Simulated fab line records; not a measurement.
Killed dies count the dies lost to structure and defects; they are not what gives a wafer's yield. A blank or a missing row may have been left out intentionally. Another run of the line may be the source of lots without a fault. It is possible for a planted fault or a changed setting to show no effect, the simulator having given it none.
Problem report, 8D (eight disciplines) form, completed by code ; flow sky130 ; the parts of the form that need people (team, actions taken, sign-off) are left out

## 1. WHAT WENT WRONG
Wafers without a fault read 14, standard deviation 4.4; killed at front end at SKY_PAD_OPEN_PROBE_99 reads a mean of 59 on 3 wafers belonging to 2 lots. That is +10 standard deviations from the usual mean.
Earliest sighting: wafer L190.1 on prober-02 at day 48 18:46. Wafers with a number at this step in the record: 6, from 2 lots. Rule for "out" (also "out of limits"): further than 4 standard deviations from the usual mean. The rest of the wafers with a number are treated as sound.

## 2. WHAT IT IS; WHAT IT IS NOT
question;is;is not
which readings at this step;killed at front end;killed_at_M0_to_M3, killed_at_M4_up, killed at contacts, killed at other, killed open, killed short
which lots;L190, L192;-
which wafers of those lots;L190.1, L192.1, L192.4;L190.3, L190.4, L192.3
read on which tools;prober-02;-
when;from day 48 18:46;"up to then (0 sound wafers); but 3 sound wafers of L190, L192 came after"

## 3. THE SUSPECTS, EACH WITH WHAT RULES IT OUT
Counting: any tool at a process step up to the reading remains a suspect provided it ran every lot that is out. Sound lots after the first of them don't rule it out here, since some wafers of a struck lot are sound.
- rie diel-02 at SKY_POLY_GATE_ETCH_16 (etches Si3N4 in CH3F/O2, stops on poly-Si, time 147.5 s, target depth 75 nm): kept. It ran every lot that is out, first L190 (day 20 22:38).
- pvd sputter-01 at SKY_METAL5_SPUTTER_01 (material TiN, target thk 20 nm, time 16.7 s): kept. It ran every lot that is out, first L190 (day 46 04:59).
- prober-02 at SKY_PAD_OPEN_PROBE_99: kept. It ran every lot that is out, first L190 (day 48 18:46). Out on those wafers are its own readings of killed at front end.
- In rie diel-02 at SKY_POLY_GATE_ETCH_16, the wafers that are out were processed in chamber 2 and their sound lot-mates in chambers 1, 3.
Left after counting: rie diel-02 at SKY_POLY_GATE_ETCH_16, pvd sputter-01 at SKY_METAL5_SPUTTER_01, prober-02 at SKY_PAD_OPEN_PROBE_99.

## 4. THE CAUSE (what the simulator had put in)
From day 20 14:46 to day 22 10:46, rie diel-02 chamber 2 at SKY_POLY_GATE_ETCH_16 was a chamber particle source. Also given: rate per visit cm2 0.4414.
This tool is one of the 3 suspects left after counting.

## 5. THE CHAIN OF EFFECTS, in route order
Rows list readings where the struck wafers' mean (over those with a number) sits beyond 3 standard deviations from the usual. Scope: only readings with a usual standard deviation given in the record; hours: median across lots of the time from each lot's start at the first step in this table that gives one to its start at this step; sigmas: change in usual standard deviations.
hours;step;reading;usual;on struck wafers;change;sigmas
0;SKY_PAD_OPEN_PROBE_99;killed at front end;14;59;+45;+10
0;SKY_PAD_OPEN_PROBE_99;killed dies;86;125;+39;+4.4
It contains these process steps:
- SKY_PAD_OPEN_PROBE_99

## 6. HOW IT WOULD HAVE BEEN CAUGHT EARLIER
The fault began at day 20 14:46; the first out-of-limits reading in this record came at day 48 18:46, 676 hours later.
No tool reading at SKY_POLY_GATE_ETCH_16 that has a usual standard deviation in the record was out on any struck wafer, so an alarm limit of 4 standard deviations on those readings would not have fired.
Lots out: 2; all had begun SKY_POLY_GATE_ETCH_16 on rie diel-02 by day 48 18:46. Tool hold at that time: it would have spared none of them.
